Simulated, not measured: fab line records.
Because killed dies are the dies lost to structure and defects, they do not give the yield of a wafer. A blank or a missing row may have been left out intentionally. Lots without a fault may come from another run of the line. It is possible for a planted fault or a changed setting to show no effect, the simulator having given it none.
The tool behind it: which one? -- flow gf180mcu -- 36 wafers sampled from 12 lots at 1 step of a route of 602

== WHAT EACH GAUGE READ, for each wafer ==
GF_VT_IMPLANT_RS_MEAS_47: measures by four-point-probe.
lot,measured,on,NWELL_RS (ohm/sq)
L075,day 8 06:19,film-metro-02,487.0 487.7 487.3
L077,day 8 15:37,film-metro-02,488.4 488.4 486.9
L079,day 9 01:55,film-metro-04,485.8 487.8 485.5
L081,day 9 18:47,film-metro-03,487.7 486.5 487.8
L083,day 10 05:14,film-metro-03,487.7 487.1 487.7
L085,day 10 17:19,film-metro-04,488.2 486.8 487.1
L087,day 11 04:38,film-metro-03,487.2 486.6 488.3
L089,day 11 17:14,film-metro-02,487.1 487.3 487.0
L091,day 12 08:31,film-metro-03,486.2 487.5 486.6
L093,day 12 20:08,film-metro-03,487.6 487.4 487.7
L095,day 13 10:47,film-metro-04,484.6 486.2 485.0
L097,day 13 22:14,film-metro-04,488.6 486.9 487.6

== WHICH TOOL RAN EACH LOT (tool, then ch and the chambers of the sampled wafers, then the start) ==
The record shows no process step preceding these readings.

== THE ANSWER, worked out from the rows above alone ==
Rule: what is usual is taken from the lots themselves. The widest of any qualifying gaps counts: lots, ordered by their means at a reading, are off when they make up no more than a third of the lots, leave a main group of 4 or more, and stand apart from it by 3 or more times the standard deviation of that group's means. Not used: any main group whose means are identical at the precision the tables above print for the reading. A lot without any number at a reading at which 4 lots or more have one is off too. Where the step has rows for the other lots, those lots are counted as sound.
No lot is off on any of the readings shown, so nothing can be concluded from this.

== WHAT THE SIMULATOR PUT IN ==
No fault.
